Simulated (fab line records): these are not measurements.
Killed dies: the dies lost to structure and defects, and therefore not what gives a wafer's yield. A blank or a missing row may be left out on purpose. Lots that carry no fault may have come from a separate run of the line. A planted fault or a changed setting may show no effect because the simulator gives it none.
A single fault, viewed from 2 desks | flow sky130 | what lay behind the numbers comes last; until then each desk has only its own

DESK OF THE TOOL OWNER: implanter-03
SKY_NWELL_IMPLANT_13, tool's own readings: per-lot mean of the sampled wafers with a number, covering each lot this tool ran. The brackets show how far a lot's mean lies from the usual mean; more than 4 standard deviations puts the lot out of limits, marked OUT.
Columns: A = doseIonsCm2 at SKY_NWELL_IMPLANT_13, usual 6.999e+11; B = endStationPressureTorr at SKY_NWELL_IMPLANT_13, usual 5.04e-06 Torr; C = faradayCurrentUA at SKY_NWELL_IMPLANT_13, usual 3.95
lot  | first seen here | A                           | B        | C
L532 | day 8 06:48     | 5.178e+11 (-99 or more) OUT | 5.05e-06 | 2.89 (-13) OUT
L534 | day 8 23:14     | 5.181e+11 (-99 or more) OUT | 5.19e-06 | 2.90 (-13) OUT
This desk's verdict: out of limits on L532, L534, starting with L532 at day 8 06:48 (doseIonsCm2 at SKY_NWELL_IMPLANT_13). In limits: none.

FROM THE METROLOGY DESK
Means of the sampled wafers that have a number, per lot and without regard to the tool the lot ran on: this is what the gauges read. The brackets show how far a lot's mean lies from the usual mean; more than 4 standard deviations puts the lot out of limits, marked OUT.
Columns: A = NWELL_OXIDATION_THK at SKY_NWELL_THK_MEAS_02, usual 10.06 nm; B = NWELL_RS at SKY_NWELL_RS_MEAS_29, usual 618.2 ohm/sq
lot  | first seen here | A     | B
L519 | day 3 00:25     | 10.14 | 616.4
L520 | day 3 06:05     | 9.98  | 617.5
L522 | day 3 16:00     | 9.87  | 617.8
L523 | day 3 20:33     | 9.99  | 616.0
L524 | day 4 01:03     | 10.11 | 617.8
L526 | day 4 10:42     | 10.00 | 618.5
L532 | day 5 18:31     | 9.82  | 626.2 (+5.3) OUT
L534 | day 6 09:05     | 10.11 | 625.7 (+5.0) OUT
L536 | day 6 20:07     | 10.08 | 619.0
L537 | day 6 22:51     | 9.79  | 617.2
L538 | day 7 03:43     | 10.01 | 616.7
L540 | day 7 13:19     | 10.30 | 617.9
This desk's finding: out of limits on L532, L534; first on L532, day 9 04:47 (NWELL_RS at SKY_NWELL_RS_MEAS_29). In limits: L519, L520, L522, L523, L524, L526, L536, L537, L538, L540.

TAKEN TOGETHER
The tool owner's desk had the chance to raise an alarm at day 8 06:48 on L532, L534.
Metrology desk: alarm possible at day 9 04:47 on L532, L534.
On implanter-03, each named lot ran SKY_NWELL_IMPLANT_13.

WHAT THE SIMULATOR HAD INSERTED
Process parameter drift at SKY_NWELL_IMPLANT_13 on implanter-03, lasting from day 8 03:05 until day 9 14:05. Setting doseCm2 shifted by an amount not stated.
Shown lots that were struck: L532, L534.
Hours from the fault's start to each desk's first reading out of limits: the tool owner's desk, 4; the metrology desk, 26.
